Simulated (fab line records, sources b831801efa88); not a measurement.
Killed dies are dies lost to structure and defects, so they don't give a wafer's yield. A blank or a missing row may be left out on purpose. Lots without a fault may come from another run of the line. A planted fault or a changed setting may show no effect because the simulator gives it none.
Which tool did it? | flow sky130 | 12 lots, 36 wafers sampled, at 3 steps of a route of 708

WHAT THE GAUGES READ, wafer by wafer
SKY_CAP2M_THK_MEAS_04: measures by xrf. Usual: CAP2M_TIN_THK 199.6 nm, standard deviation 2.9.
lot  | measured     | on            | CAP2M_TIN_THK (nm) | flag
L952 | day 40 16:42 | film_metro-04 | 199.0 199.7 198.4  |
L953 | day 40 23:32 | film_metro-03 | 201.0 197.8 199.6  |
L954 | day 41 03:20 | film_metro-02 | 204.3 201.0 202.0  |
L955 | day 41 13:41 | film_metro-04 | 198.7 200.8 197.3  |
L956 | day 41 19:21 | film_metro-02 | 198.4 200.6 197.7  |
L957 | day 42 05:50 | film_metro-02 | 200.3 200.6 203.0  |
L958 | day 42 19:19 | film_metro-04 | 193.6 192.3 192.8  |
L959 | day 43 13:41 | film_metro-02 | 199.8 200.4 197.8  |
L965 | day 44 13:16 | film_metro-02 | 204.7 202.6 204.2  |
L969 | day 45 16:25 | film_metro-04 | 201.4 199.6 203.4  |
L971 | day 45 23:34 | film_metro-03 | 200.4 196.7 200.8  |
L974 | day 46 12:45 | film_metro-02 | 198.7 198.8 200.0  |

WHICH TOOL RAN EACH LOT (tool, then ch and the chambers of the sampled wafers, then the start)
lot  | SKY_CAP2M_CVD_00                | SKY_CAP2M_SPUTTER_02
L952 | pecvd-04 ch 0,1,2, day 40 16:23 | pvd_sputter-03, day 40 16:28
L953 | pecvd-03 ch 0,1,2, day 40 23:13 | pvd_sputter-03, day 40 23:18
L954 | pecvd-02 ch 0,1,2, day 41 03:01 | pvd_sputter-03, day 41 03:06
L955 | pecvd-04 ch 1,2, day 41 13:22   | pvd_sputter-04, day 41 13:28
L956 | pecvd-04 ch 0,1, day 41 19:01   | pvd_sputter-04, day 41 19:07
L957 | pecvd-03 ch 0,1,2, day 42 05:30 | pvd_sputter-04, day 42 05:35
L958 | pecvd-02 ch 0,1, day 42 18:59   | pvd_sputter-04, day 42 19:05
L959 | pecvd-03 ch 0,1, day 43 13:22   | pvd_sputter-04, day 43 13:27
L965 | pecvd-04 ch 1,2, day 44 12:56   | pvd_sputter-03, day 44 13:01
L969 | pecvd-04 ch 0,1,2, day 45 16:05 | pvd_sputter-04, day 45 16:10
L971 | pecvd-03 ch 0,1, day 45 23:16   | pvd_sputter-04, day 45 23:20
L974 | pecvd-03 ch 0,2, day 46 12:23   | pvd_sputter-04, day 46 12:31
- SKY_CAP2M_CVD_00: deposits SiO2, target thk 15.5 nm.
- SKY_CAP2M_SPUTTER_02: material TiN, target thk 200 nm, time 166.7 s.

WHAT THE TOOLS THEMSELVES READ (means of the sampled wafers that have a number; where no wafer has one, the mark that the record gives instead)
SKY_CAP2M_CVD_00. Usual: heater_power_w 691 W, standard deviation 100.
lot  | tool     | heater_power_w (W) | flag
L952 | pecvd-04 | 669                |
L953 | pecvd-03 | 701                |
L954 | pecvd-02 | 731                |
L955 | pecvd-04 | 618                |
L956 | pecvd-04 | 758                |
L957 | pecvd-03 | 665                |
L958 | pecvd-02 | 722                |
L959 | pecvd-03 | 687                |
L965 | pecvd-04 | 638                |
L969 | pecvd-04 | 715                |
L971 | pecvd-03 | 720                |
L974 | pecvd-03 | 690                |

SKY_CAP2M_SPUTTER_02. Usual: chamber_pressure_pa 0.4001 Pa, standard deviation 0.00083; throttle_valve_pct 30.1 %, standard deviation 0.77.
lot  | tool           | chamber_pressure_pa (Pa) | throttle_valve_pct (%) | flag
L952 | pvd_sputter-03 | 0.3995                   | 29.9                   |
L953 | pvd_sputter-03 | 0.4010                   | 30.2                   |
L954 | pvd_sputter-03 | 0.3993                   | 30.5                   |
L955 | pvd_sputter-04 | 0.4004                   | 29.9                   |
L956 | pvd_sputter-04 | 0.4001                   | 29.8                   |
L957 | pvd_sputter-04 | 0.4000                   | 29.6                   |
L958 | pvd_sputter-04 | 0.3996                   | 30.0                   |
L959 | pvd_sputter-04 | 0.4001                   | 30.1                   |
L965 | pvd_sputter-03 | 0.4007                   | 30.4                   |
L969 | pvd_sputter-04 | 0.4001                   | 30.0                   |
L971 | pvd_sputter-04 | 0.4003                   | 29.4                   |
L974 | pvd_sputter-04 | 0.4000                   | 30.1                   |

THE ANSWER, worked out from the rows above alone
Rule: a lot is off if the mean of its wafers that have a number lies more than 3 standard deviations from the usual mean. A lot without any number at a reading at which 4 lots or more have one is off too. The other lots that the step has rows for count as sound. The gauges are gone through in route order, then the tools' own readings, and for those a lot's mean is taken as printed above. The first step at which some lot is off is used, and at that step the reading that is off furthest; a lot without a number counts as furthest.
No lot is off at any reading shown: from this, nothing can be told.

WHAT THE SIMULATOR HAD PUT IN
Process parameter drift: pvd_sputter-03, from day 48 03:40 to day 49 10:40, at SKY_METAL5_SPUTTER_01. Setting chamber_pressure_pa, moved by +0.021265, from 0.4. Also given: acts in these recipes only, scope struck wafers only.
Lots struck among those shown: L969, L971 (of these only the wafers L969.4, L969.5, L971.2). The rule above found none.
